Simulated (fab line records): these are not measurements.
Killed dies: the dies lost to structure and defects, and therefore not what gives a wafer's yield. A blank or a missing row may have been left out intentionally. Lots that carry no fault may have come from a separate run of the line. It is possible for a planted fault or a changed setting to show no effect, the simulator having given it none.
Which tool did it? || flow sky130 || 12 lots with 36 wafers sampled at 5 steps, on a route of 708 steps

== WHAT THE GAUGES READ, wafer by wafer ==
SKY_LDD_LDN_TW_MEAS_13.
{"lot": "L581", "measured": "day 22 10:46", "on": "filmMetro-02", "LDD_LDN_TW": "1471 1466 1470"}
{"lot": "L584", "measured": "day 24 01:20", "on": "filmMetro-02", "LDD_LDN_TW": "1468 1477 1469"}
{"lot": "L585", "measured": "day 24 15:19", "on": "filmMetro-03", "LDD_LDN_TW": "1519 1524 1516"}
{"lot": "L586", "measured": "day 25 00:00", "on": "filmMetro-02", "LDD_LDN_TW": "1470 1464 1467"}
{"lot": "L587", "measured": "day 25 12:51", "on": "filmMetro-03", "LDD_LDN_TW": "1521 1532 1520"}
{"lot": "L588", "measured": "day 25 12:56", "on": "filmMetro-02", "LDD_LDN_TW": "1459 1472 1460"}
{"lot": "L593", "measured": "day 27 03:09", "on": "filmMetro-02", "LDD_LDN_TW": "1482 1480 1480"}
{"lot": "L594", "measured": "day 27 17:37", "on": "filmMetro-04", "LDD_LDN_TW": "1471 1480 1464"}
{"lot": "L601", "measured": "day 29 23:09", "on": "filmMetro-02", "LDD_LDN_TW": "1387 1398 1383"}
{"lot": "L602", "measured": "day 30 06:12", "on": "filmMetro-03", "LDD_LDN_TW": "1513 1500 1511"}
{"lot": "L604", "measured": "day 31 11:28", "on": "filmMetro-03", "LDD_LDN_TW": "1412 1418 1406"}
{"lot": "L603", "measured": "day 32 17:27", "on": "filmMetro-02", "LDD_LDN_TW": "1479 1482 1477"}

SKY_SD_N_CD_MEAS_07: target cd 380 nm.
{"lot": "L581", "measured": "day 27 13:30", "on": "cdSem-02", "cdNm (nm)": "375.4 378.2 377.5"}
{"lot": "L584", "measured": "day 29 00:59", "on": "cdSem-01", "cdNm (nm)": "380.2 381.8 382.3"}
{"lot": "L585", "measured": "day 30 08:48", "on": "cdSem-01", "cdNm (nm)": "375.3 374.4 377.9"}
{"lot": "L586", "measured": "day 30 09:49", "on": "cdSem-02", "cdNm (nm)": "382.1 381.5 380.6"}
{"lot": "L587", "measured": "day 30 09:52", "on": "cdSem-01", "cdNm (nm)": "384.2 385.0 382.3"}
{"lot": "L588", "measured": "day 30 11:00", "on": "cdSem-01", "cdNm (nm)": "383.8 380.4 382.7"}
{"lot": "L593", "measured": "day 31 23:01", "on": "cdSem-02", "cdNm (nm)": "382.1 382.8 381.5"}
{"lot": "L594", "measured": "day 32 12:02", "on": "cdSem-02", "cdNm (nm)": "380.7 383.1 381.3"}
{"lot": "L601", "measured": "day 34 13:19", "on": "cdSem-01", "cdNm (nm)": "379.6 379.1 379.5"}
{"lot": "L602", "measured": "day 34 20:46", "on": "cdSem-02", "cdNm (nm)": "375.5 376.7 376.2"}
{"lot": "L604", "measured": "day 36 00:31", "on": "cdSem-02", "cdNm (nm)": "379.7 382.3 382.0"}
{"lot": "L603", "measured": "day 37 04:34", "on": "cdSem-02", "cdNm (nm)": "381.9 384.2 380.2"}

== WHICH TOOL RAN EACH LOT (tool, then ch and the chambers of the sampled wafers, then the start) ==
{"lot": "L581", "SKY_LDD_LDN_IMPLANT_10": "implanter-02 ch 0, day 22 10:23", "SKY_SPACER_ETCHBACK_02": "rieDiel-02 ch 1,2,3, day 22 13:18", "SKY_POLY_CUT_ETCH_11": "rieDiel-02 ch 1,3, day 23 20:35"}
{"lot": "L584", "SKY_LDD_LDN_IMPLANT_10": "implanter-01 ch 0, day 24 00:59", "SKY_SPACER_ETCHBACK_02": "rieDiel-02 ch 0,1,3, day 24 02:42", "SKY_POLY_CUT_ETCH_11": "rieDiel-01 ch 1,2,3, day 25 08:53"}
{"lot": "L585", "SKY_LDD_LDN_IMPLANT_10": "implanter-01 ch 0, day 24 14:57", "SKY_SPACER_ETCHBACK_02": "rieDiel-01 ch 1,2,3, day 25 13:29", "SKY_POLY_CUT_ETCH_11": "rieDiel-01 ch 0,3, day 26 19:14"}
{"lot": "L586", "SKY_LDD_LDN_IMPLANT_10": "implanter-04 ch 0, day 24 23:38", "SKY_SPACER_ETCHBACK_02": "rieDiel-04 ch 2,3, day 25 13:29", "SKY_POLY_CUT_ETCH_11": "rieDiel-03 ch 2,3, day 26 19:38"}
{"lot": "L587", "SKY_LDD_LDN_IMPLANT_10": "implanter-02 ch 0, day 25 12:27", "SKY_SPACER_ETCHBACK_02": "rieDiel-02 ch 1,3, day 25 14:41", "SKY_POLY_CUT_ETCH_11": "rieDiel-01 ch 0,2, day 26 20:29"}
{"lot": "L588", "SKY_LDD_LDN_IMPLANT_10": "implanter-01 ch 0, day 25 12:34", "SKY_SPACER_ETCHBACK_02": "rieDiel-04 ch 0,3, day 25 14:41", "SKY_POLY_CUT_ETCH_11": "rieDiel-03 ch 1,2,3, day 26 20:50"}
{"lot": "L593", "SKY_LDD_LDN_IMPLANT_10": "implanter-02 ch 0, day 27 02:45", "SKY_SPACER_ETCHBACK_02": "rieDiel-02 ch 1,2,3, day 27 04:40", "SKY_POLY_CUT_ETCH_11": "rieDiel-03 ch 2,3, day 28 09:55"}
{"lot": "L594", "SKY_LDD_LDN_IMPLANT_10": "implanter-04 ch 0, day 27 17:14", "SKY_SPACER_ETCHBACK_02": "rieDiel-01 ch 0,1, day 27 19:44", "SKY_POLY_CUT_ETCH_11": "rieDiel-02 ch 1,2, day 29 00:08"}
{"lot": "L601", "SKY_LDD_LDN_IMPLANT_10": "implanter-01 ch 0, day 29 22:45", "SKY_SPACER_ETCHBACK_02": "rieDiel-02 ch 0,1,2, day 30 00:31", "SKY_POLY_CUT_ETCH_11": "rieDiel-01 ch 1,2,3, day 31 05:44"}
{"lot": "L602", "SKY_LDD_LDN_IMPLANT_10": "implanter-04 ch 0, day 30 05:48", "SKY_SPACER_ETCHBACK_02": "rieDiel-01 ch 0,3, day 30 07:35", "SKY_POLY_CUT_ETCH_11": "rieDiel-02 ch 1,2, day 31 12:04"}
{"lot": "L604", "SKY_LDD_LDN_IMPLANT_10": "implanter-01 ch 0, day 31 11:04", "SKY_SPACER_ETCHBACK_02": "rieDiel-04 ch 0,1,3, day 31 12:51", "SKY_POLY_CUT_ETCH_11": "rieDiel-01 ch 0,1,2, day 32 17:05"}
{"lot": "L603", "SKY_LDD_LDN_IMPLANT_10": "implanter-02 ch 0, day 32 17:03", "SKY_SPACER_ETCHBACK_02": "rieDiel-04 ch 0,1,2, day 32 19:26", "SKY_POLY_CUT_ETCH_11": "rieDiel-03 ch 0,2,3, day 33 21:47"}
- SKY_LDD_LDN_IMPLANT_10
- SKY_SPACER_ETCHBACK_02: etches Si3N4 in CH3F/O2, stops on SiO2, time 46.7 s, target depth 45 nm.
- SKY_POLY_CUT_ETCH_11: etches Si3N4 in CF4/CH2F2/Ar, stops on poly-Si, time 42.5 s, target depth 60 nm.

== AS READ BY THE TOOLS THEMSELVES (means over the sampled wafers that have a number; for cases with no such wafer, the mark the record gives instead) ==
SKY_LDD_LDN_IMPLANT_10.
{"lot": "L581", "tool": "implanter-02", "doseIonsCm2": 1.2504e+13, "faradayCurrentUA": 70.5}
{"lot": "L584", "tool": "implanter-01", "doseIonsCm2": 1.2513e+13, "faradayCurrentUA": 70.6}
{"lot": "L585", "tool": "implanter-01", "doseIonsCm2": 1.2486e+13, "faradayCurrentUA": 70.7}
{"lot": "L586", "tool": "implanter-04", "doseIonsCm2": 1.2478e+13, "faradayCurrentUA": 71.5}
{"lot": "L587", "tool": "implanter-02", "doseIonsCm2": 1.2500e+13, "faradayCurrentUA": 71.2}
{"lot": "L588", "tool": "implanter-01", "doseIonsCm2": 1.2526e+13, "faradayCurrentUA": 71.5}
{"lot": "L593", "tool": "implanter-02", "doseIonsCm2": 1.2503e+13, "faradayCurrentUA": 69.3}
{"lot": "L594", "tool": "implanter-04", "doseIonsCm2": 1.2506e+13, "faradayCurrentUA": 69.8}
{"lot": "L601", "tool": "implanter-01", "doseIonsCm2": 3.0327e+12, "faradayCurrentUA": 17.2}
{"lot": "L602", "tool": "implanter-04", "doseIonsCm2": 1.2504e+13, "faradayCurrentUA": 71.4}
{"lot": "L604", "tool": "implanter-01", "doseIonsCm2": 3.0520e+12, "faradayCurrentUA": 17.0}
{"lot": "L603", "tool": "implanter-02", "doseIonsCm2": 1.2504e+13, "faradayCurrentUA": 69.5}

SKY_SPACER_ETCHBACK_02.
{"lot": "L581", "tool": "rieDiel-02", "drypumpMotorCurrentA (A)": 5.9, "oesProductAu (a.u.)": 0.851, "throttleValvePct (%)": 10.561}
{"lot": "L584", "tool": "rieDiel-02", "drypumpMotorCurrentA (A)": 5.9, "oesProductAu (a.u.)": 0.857, "throttleValvePct (%)": 10.560}
{"lot": "L585", "tool": "rieDiel-01", "drypumpMotorCurrentA (A)": 6.3, "oesProductAu (a.u.)": 0.846, "throttleValvePct (%)": 10.563}
{"lot": "L586", "tool": "rieDiel-04", "drypumpMotorCurrentA (A)": 5.0, "oesProductAu (a.u.)": 0.850, "throttleValvePct (%)": 10.560}
{"lot": "L587", "tool": "rieDiel-02", "drypumpMotorCurrentA (A)": 5.9, "oesProductAu (a.u.)": 0.839, "throttleValvePct (%)": 10.570}
{"lot": "L588", "tool": "rieDiel-04", "drypumpMotorCurrentA (A)": 5.0, "oesProductAu (a.u.)": 0.854, "throttleValvePct (%)": 10.561}
{"lot": "L593", "tool": "rieDiel-02", "drypumpMotorCurrentA (A)": 5.9, "oesProductAu (a.u.)": 0.856, "throttleValvePct (%)": 10.565}
{"lot": "L594", "tool": "rieDiel-01", "drypumpMotorCurrentA (A)": 6.1, "oesProductAu (a.u.)": 0.850, "throttleValvePct (%)": 10.565}
{"lot": "L601", "tool": "rieDiel-02", "drypumpMotorCurrentA (A)": 5.9, "oesProductAu (a.u.)": 0.856, "throttleValvePct (%)": 10.570}
{"lot": "L602", "tool": "rieDiel-01", "drypumpMotorCurrentA (A)": 5.8, "oesProductAu (a.u.)": 0.853, "throttleValvePct (%)": 10.560}
{"lot": "L604", "tool": "rieDiel-04", "drypumpMotorCurrentA (A)": 5.4, "oesProductAu (a.u.)": 0.859, "throttleValvePct (%)": 10.566}
{"lot": "L603", "tool": "rieDiel-04", "drypumpMotorCurrentA (A)": 5.7, "oesProductAu (a.u.)": 0.853, "throttleValvePct (%)": 10.564}

SKY_POLY_CUT_ETCH_11.
{"lot": "L581", "tool": "rieDiel-02", "ch2f2FlowSccm (sccm)": 19.98, "drypumpMotorCurrentA (A)": 5.9, "oesProductAu (a.u.)": 0.831, "throttleValvePct (%)": 14.993}
{"lot": "L584", "tool": "rieDiel-01", "ch2f2FlowSccm (sccm)": 20.02, "drypumpMotorCurrentA (A)": 6.3, "oesProductAu (a.u.)": 0.833, "throttleValvePct (%)": 14.992}
{"lot": "L585", "tool": "rieDiel-01", "ch2f2FlowSccm (sccm)": 20.05, "drypumpMotorCurrentA (A)": 5.8, "oesProductAu (a.u.)": 0.826, "throttleValvePct (%)": 14.996}
{"lot": "L586", "tool": "rieDiel-03", "ch2f2FlowSccm (sccm)": 20.07, "drypumpMotorCurrentA (A)": 5.4, "oesProductAu (a.u.)": 0.829, "throttleValvePct (%)": 15.002}
{"lot": "L587", "tool": "rieDiel-01", "ch2f2FlowSccm (sccm)": 20.00, "drypumpMotorCurrentA (A)": 6.1, "oesProductAu (a.u.)": 0.830, "throttleValvePct (%)": 14.988}
{"lot": "L588", "tool": "rieDiel-03", "ch2f2FlowSccm (sccm)": 20.02, "drypumpMotorCurrentA (A)": 5.3, "oesProductAu (a.u.)": 0.831, "throttleValvePct (%)": 14.998}
{"lot": "L593", "tool": "rieDiel-03", "ch2f2FlowSccm (sccm)": 20.00, "drypumpMotorCurrentA (A)": 5.4, "oesProductAu (a.u.)": 0.826, "throttleValvePct (%)": 15.002}
{"lot": "L594", "tool": "rieDiel-02", "ch2f2FlowSccm (sccm)": 19.98, "drypumpMotorCurrentA (A)": 5.8, "oesProductAu (a.u.)": 0.826, "throttleValvePct (%)": 15.008}
{"lot": "L601", "tool": "rieDiel-01", "ch2f2FlowSccm (sccm)": 19.99, "drypumpMotorCurrentA (A)": 6.3, "oesProductAu (a.u.)": 0.832, "throttleValvePct (%)": 14.998}
{"lot": "L602", "tool": "rieDiel-02", "ch2f2FlowSccm (sccm)": 20.01, "drypumpMotorCurrentA (A)": 5.8, "oesProductAu (a.u.)": 0.825, "throttleValvePct (%)": 14.990}
{"lot": "L604", "tool": "rieDiel-01", "ch2f2FlowSccm (sccm)": 19.96, "drypumpMotorCurrentA (A)": 6.1, "oesProductAu (a.u.)": 0.826, "throttleValvePct (%)": 14.989}
{"lot": "L603", "tool": "rieDiel-03", "ch2f2FlowSccm (sccm)": 20.01, "drypumpMotorCurrentA (A)": 5.4, "oesProductAu (a.u.)": 0.833, "throttleValvePct (%)": 14.993}

== THE ANSWER, worked out from the rows above alone ==
Rule: what is usual is taken from the lots themselves. The widest of any qualifying gaps counts: lots, ordered by their means at a reading, are off when they make up no more than a third of the lots, leave a main group of 4 or more, and stand apart from it by 3 or more times the standard deviation of that group's means. A main group is skipped when, at the precision printed for the reading in the tables above, its means are all equal. Also off: a lot with no number at a reading for which 4 or more lots have one. All remaining lots with rows at the step are treated as sound. The gauges are gone through in route order, then the tools' own readings, and for those a lot's mean is taken as printed above. At the first step where some lot is off, the reading lying furthest off is the one used; lots without a number count as furthest.
Off at SKY_LDD_LDN_IMPLANT_10 (doseIonsCm2): L601, L604. The main group: mean 1.2502e+13, standard deviation 1.2e+10.
A tool fits if, at that step or a process step before it, it ran every lot that is off, and no sound lot after the first of them. One fits: SKY_LDD_LDN_IMPLANT_10 on implanter-01. A fault onset in the window from L588 (day 25 12:34, its last sound lot) to L601 (day 29 22:45, its first lot off) fits.
The tool's own readings at SKY_LDD_LDN_IMPLANT_10 bear it out: on the lots that are off they differ by more than 5 times the standard deviation of the sound lots' means. doseIonsCm2 reads 3.0424e+12 there against 1.2502e+13 on the sound lots; faradayCurrentUA reads 17.1 there against 70.6 on the sound lots.

== WHAT THE SIMULATOR HAD INSERTED ==
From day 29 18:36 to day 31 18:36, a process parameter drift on implanter-01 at SKY_LDD_LDN_IMPLANT_10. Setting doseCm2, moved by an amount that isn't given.
Shown lots that were struck: L601, L604. The rule given above showed the same thing.
